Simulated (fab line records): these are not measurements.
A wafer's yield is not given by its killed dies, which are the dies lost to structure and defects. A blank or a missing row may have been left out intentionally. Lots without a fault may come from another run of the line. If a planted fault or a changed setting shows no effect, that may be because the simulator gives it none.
fab line records    flow sky130
record: lots: 11  wafers: 32  lastDay: 50
route steps=708 shown SD_N@350 LI_CONTACT@376 CONTACT@406 PAD_OPEN@708
lots untouched by any fault: they come from a run of this same line in which no faults occurred
startH: hours from the record's first day to the start of the lot's first wafer shown    waitH: time in hours since the lot's previous step    " same as the row above    L1.1+2: one row covering several wafers at once    - no value, or no start was given    * or withheld: withheld    < > ~ a bound
route shown NAME@n: a module of which the file shows steps, and the number in the route of the first    usual: mean/standard deviation taken from wafers without a fault    same: alike in all rows    chamber/n: place in a boat    sites: per-site readings    _std_site: standard deviation across them    _edge_site: inner sites' mean taken away from outer sites' mean    radiusMm: for every site, how far away it sits from the centre of the wafer    mask NAME#n: copy n    behind: the last tool/chamber to shape the wafer    hold: the reason the lot was held/the length of the hold in hours/how it ended    device: the n, p or np transistor that did not switch    end of line: tests run on the same wafers once the route is complete    where a step has no rows: the recipe by itself    killed: dies lost to structure and defects at the first sort, not the wafer's yield    map: a wafer's dies, x killed, . not, _ none there
set.NAME: the setting as run; set.NAME@STEP: as run at that earlier step    model.NAME: the simulator's own value behind a step, which no gauge read
a sample of lots followed through the steps of the route, with each step as a table and each wafer as a row
services: from which hour (startH, from the record's first day; less than 0 if before it) a tool's chamber was out of use, for how many hours, and why
== steps ==
step: SKY_SD_N_OVL_MEAS_08
usual: SD_N_OVL: -0.1/1.4
lot.wafer  tool        chamber  startH  waitH  SD_N_OVL[nm]
L209.1     overlay-02  -        647.17  0.1    -0.5
L209.2     "           -        "       "      0.9
L209.6     "           -        "       "      1.3
L212.3     overlay-01  -        675.27  0.1    1.7
L212.5     "           -        "       "      -0.6
L212.6     "           -        "       "      0.1
L215.2     overlay-01  -        695.58  0.1    1.7
L215.3     "           -        "       "      -0.2
L215.4     "           -        "       "      -1.1
L217.2     overlay-01  -        710.23  0.1    -0.5
L217.5     "           -        "       "      -1.2
L217.6     "           -        "       "      0.1
L224.1     overlay-02  -        781.86  0.1    -0.6
L224.6     "           -        "       "      -1.0
L226.1     overlay-01  -        789.96  0.1    2.4
L226.4     "           -        "       "      0.1
L226.6     "           -        "       "      3.0
L227.2     overlay-01  -        794.93  0.1    1.7
L227.4     "           -        "       "      0.5
L227.6     "           -        "       "      -0.5
L228.1     overlay-01  -        796.78  0.1    1.9
L228.4     "           -        "       "      -1.3
L228.6     "           -        "       "      -0.1
L230.2     overlay-02  -        814.31  0.1    -1.7
L230.3     "           -        "       "      -1.4
L230.6     "           -        "       "      -0.1
L231.2     overlay-01  -        819.98  0.1    0.8
L231.3     "           -        "       "      -0.4
L231.4     "           -        "       "      1.0
L232.2     overlay-02  -        825.51  0.1    -1.7
L232.3     "           -        "       "      -1.8
L232.6     "           -        "       "      -1.6
step: SKY_LI_CONTACT_ETCH_14
recipe: chemistry: N2/H2  target: BARC  ionEnergyEv: 200  sourceW: 500  biasW: 100  pressureMtorr: 30  n2FlowSccm: 100  h2FlowSccm: 200  stopOn: SiO2  timeS: 45.9  targetDepthA: 600
usual: drypumpMotorCurrentA: 5.7/0.5  oesProductAu: 0.855/0.0052  throttleValvePct: 13.226/0.0082
lot.wafer  tool        chamber  startH  waitH  drypumpMotorCurrentA  oesProductAu  rfHoursCounterH  throttleValvePct
L209.1     rieDiel-01  2        676.61  0.0    6.2                   0.853         9                13.226
L209.2     "           1        "       "      5.9                   0.862         2                13.227
L209.6     "           0        "       "      5.0                   0.848         -                13.235
L212.3     rieDiel-02  2        705.07  0.0    5.8                   0.853         0                13.227
L212.5     "           0        "       "      5.8                   0.866         -                13.211
L212.6     "           1        "       "      5.9                   0.853         -                13.214
L215.2     rieDiel-03  2        725.12  0.0    5.7                   0.853         7                13.220
L215.3     "           3        "       "      6.4                   0.843         6                13.226
L215.4     "           0        "       "      5.1                   0.850         17               13.215
L217.2     rieDiel-01  3        739.34  0.0    6.2                   0.847         6                13.235
L217.5     "           1        "       "      5.9                   0.857         -                13.217
L217.6     "           0        "       "      5.0                   0.844         -                13.231
L224.1     rieDiel-03  2        809.54  0.0    5.7                   0.860         8                13.232
L224.6     "           2        "       "      5.7                   0.857         -                13.214
L226.1     rieDiel-01  0        818.16  0.0    5.0                   0.856         9                13.220
L226.4     "           1        "       "      5.9                   0.864         5                13.237
L226.6     "           2        "       "      6.2                   0.857         -                13.230
L227.2     rieDiel-03  3        823.11  0.0    6.4                   0.852         8                13.220
L227.4     "           0        "       "      5.1                   0.854         19               13.224
L227.6     "           0        "       "      5.1                   0.854         -                13.233
L228.1     rieDiel-01  3        824.94  0.0    6.2                   0.855         8                13.228
L228.4     "           1        "       "      5.9                   0.858         6                13.244
L228.6     "           1        "       "      5.9                   0.855         -                13.223
L230.2     rieDiel-02  1        841.62  0.0    5.9                   0.844         17               13.223
L230.3     "           2        "       "      5.8                   0.845         5                13.225
L230.6     "           1        "       "      5.9                   0.852         -                13.229
L231.2     rieDiel-01  0        847.67  0.0    5.0                   0.855         10               13.243
L231.3     "           2        "       "      6.2                   0.859         13               13.222
L231.4     "           3        "       "      6.2                   0.852         9                13.225
L232.2     rieDiel-01  1        853.04  0.0    5.8                   0.854         7                13.225
L232.3     "           2        "       "      6.2                   0.864         13               13.212
L232.6     "           1        "       "      5.9                   0.854         -                13.218
step: SKY_LI_CONTACT_ETCH_15
recipe: target: PSG  chemistry: C4F8/O2/Ar  stopOn: Si  taperDeg: 4.15  maskMaterial: KrF-thick  sourceW: 1500  biasW: 1200  pressureMtorr: 40  c4f8FlowSccm: withheld  O2_flow_sccm: 6  Ar_flow_sccm: 300  timeS: withheld  targetDepthA: 6000
usual: oesProductAu: 0.837/0.0049
lot.wafer  tool        chamber  startH  waitH  oesProductAu
L209.1     rieDiel-01  2        676.65  0.0    0.831
L209.2     "           1        "       "      0.835
L209.6     "           0        "       "      0.836
L212.3     rieDiel-02  2        705.12  0.0    0.840
L212.5     "           0        "       "      0.833
L212.6     "           1        "       "      0.841
L215.2     rieDiel-03  2        725.17  0.0    0.848
L215.3     "           3        "       "      0.835
L215.4     "           0        "       "      0.837
L217.2     rieDiel-01  3        739.39  0.0    0.838
L217.5     "           1        "       "      0.847
L217.6     "           0        "       "      0.835
L224.1     rieDiel-03  2        809.59  0.0    0.833
L224.6     "           2        "       "      0.841
L226.1     rieDiel-01  0        818.20  0.0    0.837
L226.4     "           1        "       "      0.832
L226.6     "           2        "       "      0.845
L227.2     rieDiel-03  3        823.15  0.0    0.837
L227.4     "           0        "       "      0.833
L227.6     "           0        "       "      0.838
L228.1     rieDiel-01  3        824.99  0.0    0.839
L228.4     "           1        "       "      0.836
L228.6     "           1        "       "      0.831
L230.2     rieDiel-02  1        841.67  0.0    0.841
L230.3     "           2        "       "      0.842
L230.6     "           1        "       "      0.829
L231.2     rieDiel-01  0        847.72  0.0    0.836
L231.3     "           2        "       "      0.839
L231.4     "           3        "       "      0.830
L232.2     rieDiel-01  1        853.09  0.0    0.838
L232.3     "           2        "       "      0.834
L232.6     "           1        "       "      0.829
step: SKY_CONTACT_CVD_00
recipe: material: Si3N4  targetThkNm: 75  tempC: 400  timeS: withheld  rfW: 450
usual: heaterPowerW: 749/96  susceptorTempC: 399.99/0.23
lot.wafer  tool      chamber  startH  waitH  heaterPowerW  susceptorTempC
L209.1     pecvd-02  0        707.02  0.0    650           400.01
L209.2     "         1        "       "      664           400.17
L209.6     "         1        "       "      689           400.11
L212.3     pecvd-03  0        734.48  0.0    882           400.36
L212.5     "         2        "       "      795           399.58
L212.6     "         0        "       "      869           400.35
L215.2     pecvd-03  2        754.44  0.0    811           399.96
L215.3     "         1        "       "      863           400.44
L215.4     "         1        "       "      886           399.94
L217.2     pecvd-03  0        769.03  0.0    914           400.11
L217.5     "         1        "       "      921           399.97
L217.6     "         2        "       "      796           399.69
L224.1     pecvd-03  0        837.64  0.0    914           399.93
L224.6     "         0        "       "      935           399.92
L226.1     pecvd-02  2        846.57  0.0    637           399.47
L226.4     "         2        "       "      635           399.51
L226.6     "         0        "       "      689           399.81
L227.2     pecvd-03  0        851.17  0.0    883           399.97
L227.4     "         0        "       "      896           399.85
L227.6     "         2        "       "      857           400.18
L228.1     pecvd-02  0        853.12  0.0    684           399.68
L228.4     "         0        "       "      697           399.58
L228.6     "         2        "       "      667           400.00
L230.2     pecvd-04  2        869.42  0.0    740           400.14
L230.3     "         1        "       "      743           400.31
L230.6     "         2        "       "      726           400.20
L231.2     pecvd-04  1        876.65  0.0    852           400.11
L231.3     "         0        "       "      642           399.82
L231.4     "         0        "       "      647           399.72
L232.2     pecvd-04  0        881.46  0.0    697           400.00
L232.3     "         0        "       "      685           399.85
L232.6     "         2        "       "      771           400.03
step: SKY_CONTACT_THK_MEAS_01
recipe: reads: Si3N4_of_CONTACT_CVD_00
usual: CONTACT_CVD_00_THK: 74.8/0.83
lot.wafer  tool          chamber  startH  waitH  CONTACT_CVD_00_THK[nm]
L209.1     filmMetro-01  -        707.07  -      72.7
L209.2     "             -        "       "      73.8
L209.6     "             -        "       "      75.4
L212.3     filmMetro-04  -        734.53  -      74.7
L212.5     "             -        "       "      75.4
L212.6     "             -        "       "      75.5
L215.2     filmMetro-02  -        754.48  -      75.4
L215.3     "             -        "       "      74.7
L215.4     "             -        "       "      76.4
L217.2     filmMetro-02  -        769.07  -      74.1
L217.5     "             -        "       "      75.9
L217.6     "             -        "       "      75.4
L224.1     filmMetro-04  -        837.69  -      74.3
L224.6     "             -        "       "      135.0
L226.1     filmMetro-02  -        846.61  -      73.7
L226.4     "             -        "       "      74.9
L226.6     "             -        "       "      75.1
L227.2     filmMetro-04  -        851.21  -      133.0
L227.4     "             -        "       "      75.6
L227.6     "             -        "       "      136.1
L228.1     filmMetro-02  -        853.16  -      73.5
L228.4     "             -        "       "      74.8
L228.6     "             -        "       "      75.3
L230.2     filmMetro-04  -        869.47  -      74.8
L230.3     "             -        "       "      75.2
L230.6     "             -        "       "      74.8
L231.2     filmMetro-02  -        876.69  -      74.2
L231.3     "             -        "       "      75.0
L231.4     "             -        "       "      76.3
L232.2     filmMetro-01  -        881.52  -      72.9
L232.3     "             -        "       "      75.4
L232.6     "             -        "       "      74.4
step: SKY_CONTACT_ETCH_18
recipe: target: Si3N4  chemistry: CHF3/O2  stopOn: TiN  sourceW: 600  biasW: 200  pressureMtorr: 40  chf3FlowSccm: 50  O2_flow_sccm: 5  timeS: 39  targetDepthA: 750
usual: drypumpMotorCurrentA: 5.7/0.3  oesProductAu: 0.853/0.0068  throttleValvePct: 8.792/0.0093
lot.wafer  tool        chamber  startH  waitH  drypumpMotorCurrentA  oesProductAu  rfHoursCounterH  throttleValvePct
L209.1     rieDiel-01  2        -       -      6.2                   0.843         10               8.804
L209.2     "           1        "       "      5.9                   0.849         3                8.800
L209.6     "           1        "       "      5.9                   0.862         -                8.794
L212.3     rieDiel-04  3        -       -      5.8                   0.857         29               8.800
L212.5     "           3        "       "      5.8                   0.858         -                8.775
L212.6     "           0        "       "      6.0                   0.853         -                8.808
L215.2     rieDiel-02  0        -       -      5.8                   0.856         13               8.801
L215.3     "           3        "       "      5.9                   0.849         1                8.793
L215.4     "           1        "       "      5.9                   0.859         15               8.804
L217.2     rieDiel-04  0        -       -      6.0                   0.850         6                8.789
L217.5     "           2        "       "      5.6                   0.853         -                8.790
L217.6     "           3        "       "      5.8                   0.857         -                8.800
L224.1     rieDiel-04  0        -       -      6.0                   0.849         9                8.790
L224.6     "           3        "       "      5.7                   0.992         -                8.828
L226.1     rieDiel-04  1        -       -      5.4                   0.849         12               8.789
L226.4     "           0        "       "      6.0                   0.856         9                8.787
L226.6     "           3        "       "      5.8                   0.854         -                8.778
L227.2     rieDiel-01  2        -       -      6.2                   0.992         14               8.826
L227.4     "           3        "       "      6.2                   0.854         10               8.802
L227.6     "           1        "       "      5.9                   0.993         -                8.833
L228.1     rieDiel-04  3        -       -      5.7                   0.840         1                8.781
L228.4     "           0        "       "      6.0                   0.853         9                8.795
L228.6     "           0        "       "      6.0                   0.854         -                8.791
L230.2     rieDiel-01  1        -       -      5.8                   0.859         8                8.794
L230.3     "           2        "       "      6.2                   0.856         14               8.798
L230.6     "           0        "       "      5.0                   0.857         -                8.793
L231.2     rieDiel-04  3        -       -      5.7                   0.852         2                8.785
L231.3     "           2        "       "      5.6                   0.853         24               8.801
L231.4     "           0        "       "      6.0                   0.857         9                8.789
L232.2     rieDiel-02  2        -       -      5.9                   0.836         8                8.776
L232.3     "           3        "       "      5.9                   0.858         6                8.793
L232.6     "           0        "       "      5.9                   0.849         -                8.796
step: SKY_PAD_OPEN_PROBE_99
usual: killed_at_M0_to_M3: 45/7.3  killed_at_M4_up: 3.2/1.8  killedAtContacts: 25/5.5  killedAtFrontEnd: 15/4.2  killedAtOther: 0.3/0.69  killedDies: 89/9.4  killedOnRim: 17/3.8  killedOpen: 49/6.6  killedShort: 40/6.4
same: grossDies: 492  killedAtBackSide: 0
lot.wafer  tool       chamber  startH   waitH  killed_at_M0_to_M3  killed_at_M4_up  killedAtContacts  killedAtFrontEnd  killedAtOther  killedDies  killedOnRim  killedOpen  killedShort
L209.1     prober-01  -        1076.02  0.1    51                  3                22                18                0              94          17           59          35
L209.2     prober-01  -        1076.07  0.1    31                  4                24                14                0              73          15           41          32
L209.6     prober-01  -        1076.27  0.2    43                  4                21                12                0              80          12           48          32
L212.3     prober-01  -        1094.81  0.2    47                  7                24                15                0              93          20           52          41
L212.5     prober-01  -        1094.91  0.2    45                  6                34                13                0              98          23           54          44
L212.6     prober-01  -        1094.96  0.2    41                  2                41                17                0              101         19           55          46
L215.2     prober-01  -        1108.33  0.1    47                  1                23                13                0              84          18           53          31
L215.3     prober-01  -        1108.38  0.2    48                  5                29                12                0              94          14           50          44
L215.4     prober-01  -        1108.43  0.2    46                  5                31                17                0              99          21           48          51
L217.2     prober-02  -        1128.22  0.1    43                  1                28                23                1              96          17           59          36
L217.5     prober-02  -        1128.37  0.2    39                  6                26                13                2              86          17           47          38
L217.6     prober-02  -        1128.42  0.2    70                  0                28                20                0              118         27           64          54
L224.1     prober-01  -        1167.76  0.1    45                  4                19                15                0              83          15           43          40
L224.6     prober-01  -        1168.01  0.2    33                  3                441               15                0              492         96           39          32
L226.1     prober-01  -        1177.16  0.1    53                  4                27                12                0              96          20           55          41
L226.4     prober-01  -        1177.31  0.2    36                  2                26                20                0              84          18           43          41
L226.6     prober-01  -        1177.41  0.2    51                  3                27                20                1              102         23           57          45
L227.2     prober-02  -        1180.16  0.1    42                  0                434               15                1              492         96           50          38
L227.4     prober-02  -        1180.26  0.2    57                  3                19                16                0              95          21           48          47
L227.6     prober-02  -        1180.36  0.2    49                  3                429               11                0              492         96           55          41
L228.1     prober-01  -        1181.81  0.1    55                  2                22                10                0              89          27           48          41
L228.4     prober-01  -        1181.96  0.2    37                  4                25                18                0              84          17           50          34
L228.6     prober-01  -        1182.06  0.2    39                  4                28                17                0              88          15           46          40
L230.2     prober-01  -        1189.63  0.1    28                  2                31                19                0              80          10           49          30
L230.3     prober-01  -        1189.68  0.2    39                  2                18                16                1              76          16           50          24
L230.6     prober-01  -        1189.83  0.2    44                  3                22                8                 0              77          18           45          32
L231.2     prober-02  -        1196.87  0.1    46                  5                23                14                0              88          20           47          41
L231.3     prober-02  -        1196.92  0.2    45                  3                19                16                0              83          14           46          37
L231.4     prober-02  -        1196.97  0.2    52                  4                29                9                 0              94          15           51          43
L232.2     prober-01  -        1198.56  0.1    44                  1                27                20                1              93          15           56          37
L232.3     prober-01  -        1198.61  0.2    50                  5                21                21                0              97          18           50          47
L232.6     prober-01  -        1198.76  0.2    46                  2                26                17                0              91          21           52          39
killed by level:class
L209.1 VIA1:geometricParticle:open=11 CONTACT:geometricParticle:open=11 POLY_GATE:geometricParticle:short=9 LI_CONTACT:geometricParticle:open=9 VIA3:geometricParticle:open=8 METAL2:geometricParticle:short=7 VIA2:geometricParticle:open=7 VIA1:geometricParticle:short=5
L209.2 CONTACT:geometricParticle:open=9 VIA2:geometricParticle:open=9 FIELD_ISO:geometricParticle:short=6 LI_CONTACT:geometricParticle:open=6 CONTACT:geometricParticle:short=4 METAL1:geometricParticle:short=4 VIA1:geometricParticle:open=4 FIELD_ISO:geometricParticle:open=3
L209.6 VIA1:geometricParticle:open=10 CONTACT:geometricParticle:open=9 VIA2:geometricParticle:open=9 LI_CONTACT:geometricParticle:open=5 VIA1:geometricParticle:short=5 METAL1:geometricParticle:short=4 VIA2:geometricParticle:short=4 FIELD_ISO:geometricParticle:open=3
L212.3 VIA1:geometricParticle:open=16 FIELD_ISO:geometricParticle:open=7 LI_CONTACT:geometricParticle:open=7 VIA1:geometricParticle:short=7 CONTACT:geometricParticle:open=6 METAL2:geometricParticle:short=5 METAL4:geometricParticle:short=5 LI_CONTACT:geometricParticle:short=4
L212.5 VIA1:geometricParticle:open=14 LI_CONTACT:geometricParticle:open=13 CONTACT:geometricParticle:open=10 METAL2:geometricParticle:short=7 FIELD_ISO:geometricParticle:open=6 VIA1:geometricParticle:short=6 CONTACT:geometricParticle:short=6 FIELD_ISO:geometricParticle:short=4
L212.6 LI_CONTACT:geometricParticle:open=21 VIA2:geometricParticle:open=8 VIA3:geometricParticle:open=7 FIELD_ISO:geometricParticle:short=7 METAL2:geometricParticle:short=7 CONTACT:geometricParticle:short=7 CONTACT:geometricParticle:open=6 LI_CONTACT:geometricParticle:short=5
L215.2 LI_CONTACT:geometricParticle:open=10 VIA2:geometricParticle:open=9 VIA1:geometricParticle:open=8 CONTACT:geometricParticle:open=8 METAL1:geometricParticle:short=7 METAL2:geometricParticle:short=6 VIA3:geometricParticle:open=6 POLY_GATE:geometricParticle:open=5
L215.3 LI_CONTACT:geometricParticle:open=10 VIA1:geometricParticle:open=10 METAL1:geometricParticle:short=9 CONTACT:geometricParticle:open=8 METAL2:geometricParticle:short=6 VIA3:geometricParticle:open=6 LOCAL_INTERCONNECT:geometricParticle:short=5 METAL4:geometricParticle:short=5
L215.4 VIA1:geometricParticle:open=9 POLY_GATE:geometricParticle:short=8 METAL2:geometricParticle:short=7 CONTACT:geometricParticle:open=7 CONTACT:geometricParticle:short=7 VIA3:geometricParticle:open=7 VIA2:geometricParticle:open=6 LOCAL_INTERCONNECT:geometricParticle:short=6
L217.2 CONTACT:geometricParticle:open=11 VIA1:geometricParticle:open=10 LI_CONTACT:geometricParticle:open=9 VIA2:geometricParticle:open=8 FIELD_ISO:geometricParticle:short=6 POLY_GATE:geometricParticle:open=6 POLY_GATE:geometricParticle:short=5 METAL1:geometricParticle:short=5
L217.5 VIA1:geometricParticle:open=13 LI_CONTACT:geometricParticle:open=12 CONTACT:geometricParticle:short=6 VIA3:geometricParticle:short=5 VIA1:geometricParticle:short=5 VIA2:geometricParticle:open=5 LI_CONTACT:geometricParticle:short=4 METAL4:geometricParticle:short=4
L217.6 CONTACT:geometricParticle:open=13 METAL2:geometricParticle:short=11 VIA1:geometricParticle:open=11 LI_CONTACT:geometricParticle:open=10 VIA3:geometricParticle:open=10 VIA1:geometricParticle:short=9 METAL1:geometricParticle:short=8 VIA2:geometricParticle:open=7
L224.1 VIA1:geometricParticle:open=9 METAL2:geometricParticle:short=8 LI_CONTACT:geometricParticle:open=7 VIA3:geometricParticle:open=7 CONTACT:geometricParticle:open=6 METAL1:geometricParticle:short=6 VIA2:geometricParticle:open=6 VIA1:geometricParticle:short=5
L224.6 CONTACT:areaEtch=421 CONTACT:geometricParticle:open=8 VIA1:geometricParticle:open=6 METAL2:geometricParticle:short=6 VIA3:geometricParticle:open=6 METAL3:geometricParticle:short=5 FIELD_ISO:geometricParticle:open=4 POLY_GATE:geometricParticle:open=4
L226.1 VIA1:geometricParticle:open=16 VIA3:geometricParticle:open=9 LI_CONTACT:geometricParticle:open=8 VIA1:geometricParticle:short=7 FIELD_ISO:geometricParticle:open=6 VIA3:geometricParticle:short=6 VIA2:geometricParticle:open=5 LI_CONTACT:geometricParticle:short=5
L226.4 FIELD_ISO:geometricParticle:short=8 FIELD_ISO:geometricParticle:open=8 LI_CONTACT:geometricParticle:open=8 CONTACT:geometricParticle:open=8 VIA1:geometricParticle:open=8 LOCAL_INTERCONNECT:geometricParticle:short=7 METAL1:geometricParticle:short=5 VIA2:geometricParticle:short=5
L226.6 CONTACT:geometricParticle:open=13 VIA2:geometricParticle:open=8 VIA1:geometricParticle:open=8 VIA3:geometricParticle:open=7 METAL2:geometricParticle:short=6 FIELD_ISO:geometricParticle:open=6 LOCAL_INTERCONNECT:geometricParticle:short=6 METAL1:geometricParticle:short=6
L227.2 CONTACT:areaEtch=404 CONTACT:geometricParticle:open=10 VIA1:geometricParticle:open=9 LI_CONTACT:geometricParticle:open=8 VIA2:geometricParticle:open=8 CONTACT:geometricParticle:short=6 METAL1:geometricParticle:short=6 FIELD_ISO:geometricParticle:short=5
L227.4 VIA2:geometricParticle:open=9 VIA1:geometricParticle:open=9 VIA3:geometricParticle:open=9 FIELD_ISO:geometricParticle:short=8 CONTACT:geometricParticle:open=7 METAL2:geometricParticle:short=6 METAL1:geometricParticle:short=5 VIA2:geometricParticle:short=5
L227.6 CONTACT:areaEtch=396 VIA1:geometricParticle:open=14 CONTACT:geometricParticle:open=11 VIA3:geometricParticle:open=10 CONTACT:geometricParticle:short=8 VIA1:geometricParticle:short=7 LI_CONTACT:geometricParticle:open=7 FIELD_ISO:geometricParticle:open=5
L228.1 CONTACT:geometricParticle:open=10 VIA1:geometricParticle:open=10 VIA1:geometricParticle:short=9 METAL2:geometricParticle:short=8 VIA3:geometricParticle:open=7 VIA2:geometricParticle:open=6 LI_CONTACT:geometricParticle:open=5 METAL2:geometricParticle:open=4
L228.4 VIA2:geometricParticle:open=9 CONTACT:geometricParticle:open=8 FIELD_ISO:geometricParticle:open=6 VIA3:geometricParticle:open=6 POLY_GATE:geometricParticle:open=6 VIA1:geometricParticle:short=6 CONTACT:geometricParticle:short=5 METAL2:geometricParticle:short=5
L228.6 CONTACT:geometricParticle:open=10 VIA1:geometricParticle:open=8 LI_CONTACT:geometricParticle:open=7 VIA3:geometricParticle:open=6 VIA2:geometricParticle:open=6 VIA3:geometricParticle:short=5 CONTACT:geometricParticle:short=5 LOCAL_INTERCONNECT:geometricParticle:short=4
L230.2 CONTACT:geometricParticle:open=11 VIA2:geometricParticle:open=8 LI_CONTACT:geometricParticle:open=7 LOCAL_INTERCONNECT:geometricParticle:short=7 VIA3:geometricParticle:open=6 FIELD_ISO:geometricParticle:short=5 POLY_GATE:geometricParticle:open=5 CONTACT:geometricParticle:short=4
L230.3 VIA1:geometricParticle:open=11 FIELD_ISO:geometricParticle:open=8 CONTACT:geometricParticle:open=7 METAL1:geometricParticle:short=6 VIA3:geometricParticle:open=6 LI_CONTACT:geometricParticle:open=5 VIA2:geometricParticle:open=5 LOCAL_INTERCONNECT:geometricParticle:short=3
L230.6 VIA3:geometricParticle:open=12 VIA1:geometricParticle:open=8 LI_CONTACT:geometricParticle:open=7 VIA1:geometricParticle:short=7 METAL1:geometricParticle:short=5 METAL2:geometricParticle:short=5 FIELD_ISO:geometricParticle:open=4 CONTACT:geometricParticle:short=4
L231.2 VIA3:geometricParticle:open=9 LI_CONTACT:geometricParticle:open=8 CONTACT:geometricParticle:open=8 FIELD_ISO:geometricParticle:short=6 VIA2:geometricParticle:open=6 CONTACT:geometricParticle:short=5 VIA3:geometricParticle:short=5 METAL4:geometricParticle:short=4
L231.3 VIA2:geometricParticle:open=13 METAL2:geometricParticle:short=7 METAL1:geometricParticle:short=6 FIELD_ISO:geometricParticle:open=5 CONTACT:geometricParticle:open=5 VIA1:geometricParticle:open=5 FIELD_ISO:geometricParticle:short=4 LI_CONTACT:geometricParticle:short=4
L231.4 CONTACT:geometricParticle:open=13 VIA1:geometricParticle:open=12 VIA2:geometricParticle:open=9 METAL2:geometricParticle:short=7 VIA3:geometricParticle:open=7 CONTACT:geometricParticle:short=5 METAL1:geometricParticle:short=5 LI_CONTACT:geometricParticle:short=4
L232.2 LI_CONTACT:geometricParticle:open=11 VIA1:geometricParticle:short=8 CONTACT:geometricParticle:open=8 VIA1:geometricParticle:open=7 VIA3:geometricParticle:open=6 FIELD_ISO:geometricParticle:short=5 POLY_GATE:geometricParticle:open=5 METAL2:geometricParticle:short=4
L232.3 VIA1:geometricParticle:open=10 LI_CONTACT:geometricParticle:open=8 METAL2:geometricParticle:short=8 CONTACT:geometricParticle:open=7 VIA1:geometricParticle:short=7 VIA2:geometricParticle:open=6 VIA3:geometricParticle:open=5 FIELD_ISO:geometricParticle:open=4
L232.6 CONTACT:geometricParticle:open=12 VIA2:geometricParticle:open=8 METAL3:geometricParticle:short=7 LI_CONTACT:geometricParticle:open=7 VIA3:geometricParticle:open=7 VIA1:geometricParticle:open=7 POLY_GATE:geometricParticle:open=5 METAL2:geometricParticle:short=4
== services ==
tool        chamber  startH  hours  kind
pecvd-03    -        658.24  6.0    pm
rieDiel-01  3        659.08  22.8   repair
rieDiel-02  0        679.17  10.4   repair
rieDiel-01  -        680.98  4.3    pm
rieDiel-04  0        697.68  4.7    repair
rieDiel-02  0        722.30  4.3    repair
rieDiel-02  -        733.44  0.5    repair
rieDiel-03  -        747.42  2.8    pm
rieDiel-03  2        802.85  6.4    repair
rieDiel-02  2        808.74  5.6    repair
rieDiel-03  3        809.97  4.1    repair
rieDiel-04  3        810.60  13.1   repair
rieDiel-01  -        817.17  0.6    repair
rieDiel-02  -        822.25  2.8    pm
rieDiel-02  0        826.38  7.5    repair
rieDiel-01  2        830.32  5.5    repair
rieDiel-03  3        832.31  3.9    repair
rieDiel-02  1        846.28  6.7    repair
rieDiel-01  3        848.14  2.5    repair
rieDiel-04  3        859.52  2.9    repair
rieDiel-04  2        860.83  8.7    repair
rieDiel-01  1        871.34  3.6    repair
rieDiel-04  0        882.33  20.5   repair
rieDiel-03  0        887.64  1.2    repair
== key ==
firstSign: step: SKY_CONTACT_THK_MEAS_01  reading: CONTACT_CVD_00_THK  direction: up  sigmas: 72  usual: 74.8  struck: 134.7
effect: step: SKY_CONTACT_ETCH_18  reading: oesProductAu  direction: up  sigmas: 20  usual: 0.853  struck: 0.992
effect: step: SKY_PAD_OPEN_PROBE_99  reading: killedAtContacts  direction: up  sigmas: 75  usual: 25  struck: 435
moreKillsBornAt: SKY_CONTACT_ETCH_18@rieDiel-01: 800  SKY_CONTACT_ETCH_18@rieDiel-04: 421
metAt SKY_CONTACT_CVD_00
struckLots L224,L227
struckWafers L224.6,L227.2,L227.6
laterRowsLeftOut L224.6,L227.2,L227.6
testerLeftOut L224,L227
notActingAt SKY_SD_N_OVL_MEAS_08,SKY_LI_CONTACT_ETCH_14,SKY_LI_CONTACT_ETCH_15
onsetBetween 769.03 837.64
fault: kind: processParameterDrift  tool: pecvd-03  chamber: -  onsetH: 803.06  steps: SKY_CONTACT_CVD_00  channel: targetThkNm  offset: 59.535  shape: step  endH: 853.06  scope: struckWafersOnly  actsIn: theseRecipesOnly  stated: 75
testerLeftOut: of these lots the tester's yield and bins aren't shown, on N5 and GAA mostly nor the transistor test; their killed dies are dies lost to structure and defects alone, not to doping, threshold or leakage, so they don't give the yield
laterRowsLeftOut: the simulator's readings of these wafers behind a module that went badly wrong aren't trusted and aren't shown, but for the sort
